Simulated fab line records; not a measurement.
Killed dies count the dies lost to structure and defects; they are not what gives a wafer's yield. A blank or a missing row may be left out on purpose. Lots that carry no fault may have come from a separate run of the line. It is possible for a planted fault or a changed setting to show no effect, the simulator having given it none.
Which of the tools did it? | flow gf180mcu | 6 lots with 18 wafers sampled at 2 steps, on a route of 602 steps

== WHAT THE GAUGES READ, wafer by wafer ==
GF_M5_OVL_MEAS_08.
lot  | measured     | on         | M5_OVL (nm)
L508 | day 26 09:19 | overlay-01 | 0 7 -3
L510 | day 27 09:07 | overlay-01 | -2 -4 -4
L513 | day 28 02:28 | overlay-01 | 0 8 2
L520 | day 30 13:20 | overlay-02 | -4 3 1
L523 | day 31 08:40 | overlay-01 | -4 -1 -9
L529 | day 32 14:58 | overlay-02 | -15 -3 -8

== WHAT TOOL EACH LOT RAN ON (gives the tool, then ch and the chambers of the sampled wafers, and finally the start) ==
lot  | GF_MIM_CVD_05
L508 | pecvd-02 ch 0,1, day 24 13:41
L510 | pecvd-01 ch 1,2, day 25 14:07
L513 | pecvd-04 ch 1,2, day 26 09:57
L520 | pecvd-01 ch 0,1, day 28 22:45
L523 | pecvd-04 ch 0,2, day 29 20:27
L529 | pecvd-01 ch 0,1,2, day 31 03:52
- GF_MIM_CVD_05: deposits Si3N4, target thk 42 nm, time 29.086 s.

== THE ANSWER, worked out from the rows above alone ==
Rule: what is usual is taken from the lots themselves. The widest of any qualifying gaps counts: lots, ordered by their means at a reading, are off when they make up no more than a third of the lots, leave a main group of 4 or more, and stand apart from it by 3 or more times the standard deviation of that group's means. If all means in a main group match to the digits the tables above print for the reading, that group is not used. Also off: a lot with no number at a reading for which 4 or more lots have one. Any other lot the step has rows for is counted as sound.
None of the lots is off at any reading shown; this tells nothing.

== WHAT THE SIMULATOR HAD INSERTED ==
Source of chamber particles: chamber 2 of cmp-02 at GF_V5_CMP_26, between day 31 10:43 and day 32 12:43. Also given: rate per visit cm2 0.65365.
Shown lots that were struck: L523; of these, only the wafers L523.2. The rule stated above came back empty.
